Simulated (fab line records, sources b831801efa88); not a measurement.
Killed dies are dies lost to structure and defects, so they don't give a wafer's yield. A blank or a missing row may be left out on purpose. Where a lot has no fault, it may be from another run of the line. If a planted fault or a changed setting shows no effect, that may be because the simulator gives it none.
Which tool was responsible?    flow gf180mcu    13 lots, 39 wafers sampled, at 2 steps of a route of 602

WHAT THE GAUGES SHOWED, per wafer
GF_VT_IMPLANT_OVL_MEAS_18. Usual: VT_IMPLANT_01_OVL gives 1.7 nm (standard deviation 1.4).
lot   measured      on          VT_IMPLANT_01_OVL (nm)  flag
L210  day 6 13:22   overlay-02  0.4 0.0 1.2             
L211  day 6 16:23   overlay-01  0.2 -1.3 -0.4           
L214  day 7 15:10   overlay-02  2.1 2.6 3.8             
L218  day 8 17:25   overlay-01  2.4 3.7 4.2             
L219  day 8 20:52   overlay-02  -0.2 -0.2 0.6           
L221  day 9 06:33   overlay-02  2.1 0.5 2.0             
L223  day 9 19:35   overlay-01  2.7 3.0 4.2             
L225  day 10 05:31  overlay-01  2.1 2.9 1.4             
L227  day 10 20:34  overlay-02  0.6 1.4 1.7             
L228  day 11 01:44  overlay-02  0.8 1.2 2.4             
L231  day 11 19:27  overlay-02  1.8 1.0 2.2             
L232  day 12 00:41  overlay-01  -0.7 0.3 0.2            
L233  day 12 04:28  overlay-02  1.3 1.6 1.3             

GF_HV_LDD_TW_MEAS_50. Usual: HV_LDD_4_TW gives 571 (standard deviation 4.7).
lot   measured      on             HV_LDD_4_TW  flag
L210  day 12 17:22  film-metro-02  569 568 567  
L211  day 12 19:15  film-metro-02  570 570 571  
L214  day 14 03:58  film-metro-04  575 575 573  
L218  day 15 14:43  film-metro-04  581 578 576  
L219  day 15 19:28  film-metro-04  578 577 576  
L221  day 16 12:25  film-metro-03  564 564 565  
L223  day 16 20:37  film-metro-02  568 567 569  
L225  day 17 11:14  film-metro-04  576 573 574  
L227  day 18 02:34  film-metro-04  578 580 579  
L228  day 18 07:13  film-metro-03  567 564 568  
L231  day 19 07:52  film-metro-04  575 580 578  
L232  day 19 14:02  film-metro-02  574 575 576  
L233  day 19 22:10  film-metro-04  579 574 580  

WHICH TOOL RAN EACH LOT (tool, then ch and the chambers of the sampled wafers, then the start)
Record: no process step prior to these readings.

WHAT THE TOOLS THEMSELVES READ (means of the sampled wafers that have a number; where no wafer has one, the mark that the record gives instead)
The record holds no such reading with a usual standard deviation.

THE ANSWER, worked out from the rows above alone
Rule: a lot counts as off when the mean over its wafers that have a number is more than 3 standard deviations away from the usual mean. Also off: a lot with no number at a reading for which 4 or more lots have one. The other lots that the step has rows for count as sound. Order of review: gauges by route order, followed by the tools' own readings, for which a lot's mean as printed above is used. The first step at which some lot is off is used, and at that step the reading that is off furthest; a lot without a number counts as furthest.
Nothing can be told from this: no lot is off at any reading shown.

WHAT THE SIMULATOR HAD INSERTED
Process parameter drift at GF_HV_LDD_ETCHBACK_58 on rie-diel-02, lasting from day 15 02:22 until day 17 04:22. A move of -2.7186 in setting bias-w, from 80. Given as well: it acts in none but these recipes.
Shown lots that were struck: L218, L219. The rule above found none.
